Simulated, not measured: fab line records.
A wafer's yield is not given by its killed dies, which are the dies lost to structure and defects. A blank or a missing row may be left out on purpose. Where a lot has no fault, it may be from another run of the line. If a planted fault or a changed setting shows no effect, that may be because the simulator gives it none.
What tool caused it? || flow gf180mcu || 33 wafers from 11 lots sampled at 2 of the route's 602 steps

## WHAT EACH GAUGE READ, for each wafer
GF_VT_IMPLANT_OVL_MEAS_07.
{"lot": "L773", "measured": "day 5 23:28", "on": "overlay-01", "VT_IMPLANT_OVL (nm)": "0.1 2.0 0.4"}
{"lot": "L782", "measured": "day 8 09:08", "on": "overlay-02", "VT_IMPLANT_OVL (nm)": "- - -"}
{"lot": "L785", "measured": "day 9 03:38", "on": "overlay-01", "VT_IMPLANT_OVL (nm)": "1.4 1.7 1.7"}
{"lot": "L786", "measured": "day 9 09:10", "on": "overlay-01", "VT_IMPLANT_OVL (nm)": "0.2 1.8 1.4"}
{"lot": "L787", "measured": "day 9 16:38", "on": "overlay-02", "VT_IMPLANT_OVL (nm)": "-0.1 0.1 0.9"}
{"lot": "L788", "measured": "day 9 23:22", "on": "overlay-02", "VT_IMPLANT_OVL (nm)": "-1.7 1.1 1.9"}
{"lot": "L789", "measured": "day 10 02:43", "on": "overlay-02", "VT_IMPLANT_OVL (nm)": "1.4 0.8 1.5"}
{"lot": "L791", "measured": "day 10 18:28", "on": "overlay-01", "VT_IMPLANT_OVL (nm)": "2.1 3.1 2.3"}
{"lot": "L792", "measured": "day 10 19:28", "on": "overlay-01", "VT_IMPLANT_OVL (nm)": "1.8 2.1 1.1"}
{"lot": "L794", "measured": "day 11 07:10", "on": "overlay-02", "VT_IMPLANT_OVL (nm)": "1.7 2.4 2.6"}
{"lot": "L795", "measured": "day 11 14:41", "on": "overlay-01", "VT_IMPLANT_OVL (nm)": "0.9 3.2 1.9"}

## WHAT TOOL EACH LOT RAN ON (gives the tool, then ch and the chambers of the sampled wafers, and finally the start)
{"lot": "L773", "GF_VT_IMPLANT_EXPOSE_04": "iline stepper-01 ch 0, day 5 16:04"}
{"lot": "L782", "GF_VT_IMPLANT_EXPOSE_04": "iline stepper-01 ch 0, day 8 00:53"}
{"lot": "L785", "GF_VT_IMPLANT_EXPOSE_04": "iline stepper-02 ch 0, day 8 19:17"}
{"lot": "L786", "GF_VT_IMPLANT_EXPOSE_04": "iline stepper-02 ch 0, day 9 00:28"}
{"lot": "L787", "GF_VT_IMPLANT_EXPOSE_04": "iline stepper-01 ch 0, day 9 07:28"}
{"lot": "L788", "GF_VT_IMPLANT_EXPOSE_04": "iline stepper-01 ch 0, day 9 15:41"}
{"lot": "L789", "GF_VT_IMPLANT_EXPOSE_04": "iline stepper-01 ch 0, day 9 19:10"}
{"lot": "L791", "GF_VT_IMPLANT_EXPOSE_04": "iline stepper-02 ch 0, day 10 08:37"}
{"lot": "L792", "GF_VT_IMPLANT_EXPOSE_04": "iline stepper-01 ch 0, day 10 10:47"}
{"lot": "L794", "GF_VT_IMPLANT_EXPOSE_04": "iline stepper-01 ch 0, day 10 21:36"}
{"lot": "L795", "GF_VT_IMPLANT_EXPOSE_04": "iline stepper-01 ch 0, day 11 05:19"}
- GF_VT_IMPLANT_EXPOSE_04: exposes mask LVPWELL LV AREA, target cd 600 nm.

## THE ANSWER, worked out from the rows above alone
Rule: the lots themselves supply what counts as usual. Put in order of their means at a reading, lots are off if they are a third of the lots or fewer, leave a main group of 4 or more, and stand apart from it by a gap of 3 or more times the standard deviation of the main group's means; of several such gaps the widest counts. A main group is skipped when, at the precision printed for the reading in the tables above, its means are all equal. Also off: a lot with no number at a reading for which 4 or more lots have one. All remaining lots with rows at the step are treated as sound.
Off: L782, seen at GF_VT_IMPLANT_OVL_MEAS_07 (VT_IMPLANT_OVL). Without a number there: L782. The main group: mean 1.4 nm, standard deviation 0.7.
If a tool, at a process step before that reading, ran all the lots that are off and no sound lot after the first of them, it fits. The gauges at GF_VT_IMPLANT_OVL_MEAS_07 are tried like those tools. None of those tried fits.

## WHAT THE SIMULATOR HAD PUT IN
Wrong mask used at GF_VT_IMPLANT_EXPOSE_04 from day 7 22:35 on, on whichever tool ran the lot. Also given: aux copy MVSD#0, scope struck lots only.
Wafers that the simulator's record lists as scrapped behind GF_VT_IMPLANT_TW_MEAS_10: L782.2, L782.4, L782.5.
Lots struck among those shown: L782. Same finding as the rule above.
